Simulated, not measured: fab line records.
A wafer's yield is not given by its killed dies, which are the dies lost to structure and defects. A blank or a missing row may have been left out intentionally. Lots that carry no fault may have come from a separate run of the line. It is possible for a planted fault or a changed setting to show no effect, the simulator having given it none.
Struck lot and sound lot, side by side    flow sky130    15 steps out of a route of 708
Sound: the wafers L163.1, L163.4, L163.6. The struck wafers were L168.3, L168.4, L168.5. Last of all comes the cause.
Order at every step that has rows: each side's tool, ch and its chambers, its first start. Under that, the readings that differ: sound wafers    struck wafers    difference of the means    sigmas: that difference in standard deviations of wafers without a fault.
alike: a reading whose means differ by less than 2 such deviations, as well as words and numbers matching on both sides. not compared: withheld readings; readings where some wafer has no value; bounds like >300 that might hide an equal value; numbers whose values overlap and for which the record gives no deviation.
The two part at a step that has a row with sigmas, a row that says differs or no value, or rows on one side only. Numbers that have no deviation but don't overlap get no sigmas and don't part them. A reading missing from all wafers of one side parts the sides only when that side holds two or more wafers.

first, 1 step without rows for these wafers: SKY_VT_ADJUST_HVTP_DEVELOP_06 (develop time 60 s).
SKY_VT_ADJUST_HVTP_CD_MEAS_07: target cd 380 nm.
  sound: cd-sem-02 at day 7 05:17; struck: cd-sem-01 at day 8 12:34
  alike: cd-nm
SKY_VT_ADJUST_HVTP_OVL_MEAS_08:
  sound: overlay-02 at day 7 05:24; struck: overlay-01 at day 8 12:40
  alike: VT_ADJUST_HVTP_OVL
next, for these wafers, 1 step has no rows: SKY_VT_ADJUST_HVTP_IMPLANT_09.
SKY_VT_ADJUST_HVTP_STRIP_10: strips in O2/N2.
  sound on plasma-asher-01 ch 0,1, day 7 05:35; struck on plasma-asher-03 ch 0,1, day 8 12:52
  alike: drypump-motor-current-A, n2-flow-sccm, oes-product-au, strip-time-to-endpoint-s
  not compared: rf-hours-counter-h
SKY_VT_ADJUST_HVTP_TW_MEAS_11:
  sound: film-metro-03 at day 7 05:41; struck: film-metro-03 at day 8 12:58
  alike: VT_ADJUST_HVTP_TW
then, 6 steps without rows for these wafers: SKY_VT_ADJUST_LVTN_DEHYDRATE_00 (time 60 s); SKY_VT_ADJUST_LVTN_HMDS_01 (prime time 60 s); SKY_VT_ADJUST_LVTN_COAT_02 (resist thk 3000 nm); SKY_VT_ADJUST_LVTN_SOFTBAKE_03; SKY_VT_ADJUST_LVTN_EXPOSE_04 (exposes mask NWM COMPLEMENT LESS NATIVE, target cd 840 nm); SKY_VT_ADJUST_LVTN_PEB_05.
SKY_VT_ADJUST_LVTN_DEVELOP_06: develop time 60 s.
  sound on litho-track-02 ch 0, day 8 00:00; struck on litho-track-02 ch 0, day 9 10:00
reading               sound              struck             difference  sigmas
developer-temp-C (C)  23.08 22.93 23.09  24.00 23.85 23.91  +0.89       +7
SKY_VT_ADJUST_LVTN_OVL_MEAS_07:
  sound: overlay-02 at day 8 00:54; struck: overlay-01 at day 9 10:19
reading                  sound           struck       difference  sigmas
VT_ADJUST_LVTN_OVL (nm)  -1.0 -0.5 -0.4  3.0 2.8 3.3  +3.7        +2
-- here the record skips 39 days between the struck wafers' starts before and after, leaving off in module VT_ADJUST_LVTN and picking up in module PAD_OPEN (first step shown: number 708 of the route) --
SKY_PAD_OPEN_PROBE_99:
  record: rows for the struck wafers here (prober-01, day 48 07:50), none for the sound ones

## WHERE THEY PART
First at SKY_VT_ADJUST_LVTN_DEVELOP_06; last, within this record, at SKY_PAD_OPEN_PROBE_99.

WHY: what had been put in by the simulator
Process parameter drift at SKY_VT_ADJUST_LVTN_DEVELOP_06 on litho-track-02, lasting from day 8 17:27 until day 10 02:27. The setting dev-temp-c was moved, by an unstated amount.
